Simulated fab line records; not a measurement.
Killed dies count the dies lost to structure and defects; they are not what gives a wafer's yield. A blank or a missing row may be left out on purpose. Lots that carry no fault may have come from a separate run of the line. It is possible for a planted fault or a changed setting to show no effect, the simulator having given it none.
Which of the tools did it? / flow sky130 / at 1 step of a route of 708, 12 lots with 36 wafers sampled

## WHAT EACH GAUGE READ, for each wafer
SKY_CAPM_OVL_MEAS_12.
lot=L075; measured=day 37 12:08; on=overlay-02; CAPM_OVL (nm)=1.3 1.3 0.3
lot=L077; measured=day 38 10:29; on=overlay-02; CAPM_OVL (nm)=1.3 0.3 1.5
lot=L079; measured=day 39 00:14; on=overlay-02; CAPM_OVL (nm)=0.1 1.1 0.0
lot=L081; measured=day 39 15:05; on=overlay-01; CAPM_OVL (nm)=1.1 1.5 2.3
lot=L083; measured=day 40 06:29; on=overlay-01; CAPM_OVL (nm)=0.0 1.9 0.6
lot=L085; measured=day 40 15:26; on=overlay-02; CAPM_OVL (nm)=-0.6 0.5 -1.4
lot=L087; measured=day 41 10:59; on=overlay-01; CAPM_OVL (nm)=-0.2 -0.6 -1.1
lot=L089; measured=day 42 07:02; on=overlay-01; CAPM_OVL (nm)=3.4 2.8 1.6
lot=L091; measured=day 43 03:05; on=overlay-02; CAPM_OVL (nm)=0.0 1.0 0.8
lot=L093; measured=day 43 10:22; on=overlay-01; CAPM_OVL (nm)=-0.3 0.3 0.6
lot=L095; measured=day 43 16:47; on=overlay-02; CAPM_OVL (nm)=2.9 2.4 0.7
lot=L096; measured=day 44 02:30; on=overlay-02; CAPM_OVL (nm)=4.0 3.6 2.3

## WHAT TOOL EACH LOT RAN ON (gives the tool, then ch and the chambers of the sampled wafers, and finally the start)
The record shows no process step preceding these readings.

## THE ANSWER, worked out from the rows above alone
Rule: the usual values come from the lots themselves. The widest of any qualifying gaps counts: lots, ordered by their means at a reading, are off when they make up no more than a third of the lots, leave a main group of 4 or more, and stand apart from it by 3 or more times the standard deviation of that group's means. The tables above print the reading to a certain number of digits; a main group whose means all agree to those digits is not used. Also off: a lot with no number at a reading for which 4 or more lots have one. The other lots that the step has rows for count as sound.
Across all readings shown, no lot is off: no conclusion can be drawn from this.

## WHAT HAD BEEN PUT IN BY THE SIMULATOR
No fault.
